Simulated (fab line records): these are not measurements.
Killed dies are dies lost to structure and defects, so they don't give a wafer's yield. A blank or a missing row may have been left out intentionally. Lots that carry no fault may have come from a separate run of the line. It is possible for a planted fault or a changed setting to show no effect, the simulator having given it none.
Matching of chambers || flow gf180mcu || GF_M5_ETCH_09 on rie_diel-02: 4 sister chambers
The step etches Si3N4 in CF4/O2, target depth 52 nm, time 11.6 s. 8 wafers are shown with their chamber, then 9 later ones without.

WAFERS PAIRED WITH THEIR CHAMBERS
{"wafer": "L273.5", "chamber": 0, "drypump_motor_current_A (A)": 5.7, "oes_product_au (a.u.)": 0.984}
{"wafer": "L275.2", "chamber": 2, "drypump_motor_current_A (A)": 6.5, "oes_product_au (a.u.)": 0.981}
{"wafer": "L276.1", "chamber": 1, "drypump_motor_current_A (A)": 5.6, "oes_product_au (a.u.)": 0.999}
{"wafer": "L276.4", "chamber": 3, "drypump_motor_current_A (A)": 6.4, "oes_product_au (a.u.)": 1.004}
{"wafer": "L276.6", "chamber": 1, "drypump_motor_current_A (A)": 5.6, "oes_product_au (a.u.)": 0.986}
{"wafer": "L281.4", "chamber": 3, "drypump_motor_current_A (A)": 6.3, "oes_product_au (a.u.)": 1.007}
{"wafer": "L281.5", "chamber": 0, "drypump_motor_current_A (A)": 5.7, "oes_product_au (a.u.)": 0.992}
{"wafer": "L281.6", "chamber": 2, "drypump_motor_current_A (A)": 6.4, "oes_product_au (a.u.)": 0.997}

WAFERS WITHOUT THEIR CHAMBER
{"wafer": "L283.3", "drypump_motor_current_A (A)": 6.4, "oes_product_au (a.u.)": 0.989}
{"wafer": "L283.4", "drypump_motor_current_A (A)": 6.3, "oes_product_au (a.u.)": 0.999}
{"wafer": "L283.5", "drypump_motor_current_A (A)": 5.7, "oes_product_au (a.u.)": 0.987}
{"wafer": "L286.2", "drypump_motor_current_A (A)": 6.3, "oes_product_au (a.u.)": 1.007}
{"wafer": "L286.4", "drypump_motor_current_A (A)": 6.3, "oes_product_au (a.u.)": 1.004}
{"wafer": "L286.6", "drypump_motor_current_A (A)": 5.7, "oes_product_au (a.u.)": 1.000}
{"wafer": "L287.1", "drypump_motor_current_A (A)": 5.7, "oes_product_au (a.u.)": 0.993}
{"wafer": "L287.5", "drypump_motor_current_A (A)": 6.3, "oes_product_au (a.u.)": 0.996}
{"wafer": "L287.6", "drypump_motor_current_A (A)": 6.5, "oes_product_au (a.u.)": 1.005}

CHAMBER TAKEN BY EACH
{"wafer": "L283.3", "from the rows above": "can't be placed: 2 or 3", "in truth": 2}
{"wafer": "L283.4", "from the rows above": "can't be placed: 3 or 2", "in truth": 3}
{"wafer": "L283.5", "from the rows above": "can't be placed: 0 or 1", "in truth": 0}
{"wafer": "L286.2", "from the rows above": 3, "in truth": 3}
{"wafer": "L286.4", "from the rows above": 3, "in truth": 3}
{"wafer": "L286.6", "from the rows above": "can't be placed: 0 or 1", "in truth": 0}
{"wafer": "L287.1", "from the rows above": "can't be placed: 0 or 1", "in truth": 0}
{"wafer": "L287.5", "from the rows above": "can't be placed: 3 or 2", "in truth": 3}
{"wafer": "L287.6", "from the rows above": "can't be placed: 2 or 3", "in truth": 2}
Correctly placed: 2 of 9. Unplaceable from these rows: 7, with the true chamber sitting among the candidates in 7. Number placed wrongly: 0.
How it was worked out, from the rows above alone: a wafer's distance from a chamber is the root of the sum, over the readings, of the square of ((its reading less the chamber's mean) divided by the reading's scatter). If the next closest chamber is less than 2 further off than the closest, the wafer can't be placed; otherwise it belongs to the closest. The mean given for a chamber averages the wafers shown for that chamber. The scatter: the root of (the sum of the squares of (reading less its chamber's mean) over the shown wafers, divided by (wafers less chambers)).
